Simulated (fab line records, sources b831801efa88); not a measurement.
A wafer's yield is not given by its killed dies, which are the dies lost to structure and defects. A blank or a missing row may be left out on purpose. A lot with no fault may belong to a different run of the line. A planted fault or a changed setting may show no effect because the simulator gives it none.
Comparing a struck lot with a sound one + flow sky130 + 15 out of 708 route steps
Sound: the wafers L688.1, L688.4, L688.5. Wafers L695.1, L695.3, L695.4 were the ones struck. The cause is given at the end.
For every step that has rows: the tool of each side, followed by ch and its chambers, followed by its first start. Under that, the readings that differ: sound wafers + struck wafers + difference of the means + sigmas: that difference in standard deviations of wafers without a fault.
alike: readings whose means differ by less than 2 such deviations, and words and numbers that are the same on both sides. not compared: withheld readings, readings that some wafer has no value for, bounds like >300 that may hide the same value, and numbers for which the record gives no deviation and whose values overlap.
The two part at a step that has a row with sigmas, a row that says differs or no value, or rows on one side only. When numbers do not overlap yet have no deviation, they are printed without sigmas and do not part them. A reading missing from all wafers of one side parts the sides only when that side holds two or more wafers.

first, 5 steps without rows for these wafers: SKY_LDD_HVP_COAT_02 (resist thk 300 nm); SKY_LDD_HVP_SOFTBAKE_03 (time 60 s); SKY_LDD_HVP_EXPOSE_04 (exposes mask HVPTM, target cd 700 nm); SKY_LDD_HVP_PEB_05; SKY_LDD_HVP_DEVELOP_06 (develop time 60 s).
SKY_LDD_HVP_OVL_MEAS_07:
  sound: overlay-01 at day 24 09:51; struck: overlay-02 at day 27 08:59
  alike: LDD_HVP_OVL
next, for these wafers, 1 step has no rows: SKY_LDD_HVP_IMPLANT_08.
SKY_LDD_HVP_STRIP_09: strips in O2/N2.
  sound on plasma asher-01 ch 1, day 24 10:02; struck on plasma asher-03 ch 0,1, day 27 09:10
| reading                      | sound             | struck            | difference | sigmas |
|------------------------------|-------------------|-------------------|------------|--------|
| drypump motor current A (A)  | 5.47 5.46 5.45    | 5.99 6.00 5.93    | +0.51      | +2     |
| strip time to endpoint s (s) | 4.176 4.173 4.165 | 4.127 4.128 4.109 | -0.050     | -3     |
  alike: oes product au
  not compared: rf hours counter h
SKY_LDD_HVP_TW_MEAS_10:
  sound: film metro-02 at day 24 10:08; struck: film metro-03 at day 27 09:16
  alike: LDD_HVP_TW
then, 3 steps without rows for these wafers: SKY_LDD_LDN_DEHYDRATE_00 (time 60 s); SKY_LDD_LDN_HMDS_01 (prime time 60 s); SKY_LDD_LDN_COAT_02 (resist thk 1140 nm).
SKY_LDD_LDN_SOFTBAKE_03: time 60 s.
  sound on litho track-02 ch 0, day 25 00:23; struck on litho track-02 ch 0, day 27 23:44
| reading                  | sound             | struck            | difference | sigmas      |
|--------------------------|-------------------|-------------------|------------|-------------|
| heater power total W (W) | 56.57 56.71 56.66 | 61.27 61.23 61.30 | +4.62      | +99 or more |
| run length s (s)         | 88.7 88.5 88.6    | 75.8 75.8 75.9    | -12.8      | -35         |
then, 1 step without rows for these wafers: SKY_LDD_LDN_EXPOSE_04 (exposes mask LDNTM, target cd 700 nm).
-- here the record skips 22 days between the struck wafers' starts before and after, leaving off in module LDD_LDN and picking up in module PAD_OPEN (first step shown: number 708 of the route) --
SKY_PAD_OPEN_PROBE_99:
  sound: prober-02 at day 47 17:16; struck: prober-02 at day 49 18:25
  alike: killed_at_M0_to_M3, killed_at_M4_up, killed at contacts, killed at front end, killed at other, killed dies, killed open, killed short

WHERE THEY PART
Last at SKY_LDD_LDN_SOFTBAKE_03 as far as this record goes, first at SKY_LDD_HVP_STRIP_09. Later steps at which nothing parts them and some readings are alike: SKY_PAD_OPEN_PROBE_99.

WHY: whatever the simulator had introduced
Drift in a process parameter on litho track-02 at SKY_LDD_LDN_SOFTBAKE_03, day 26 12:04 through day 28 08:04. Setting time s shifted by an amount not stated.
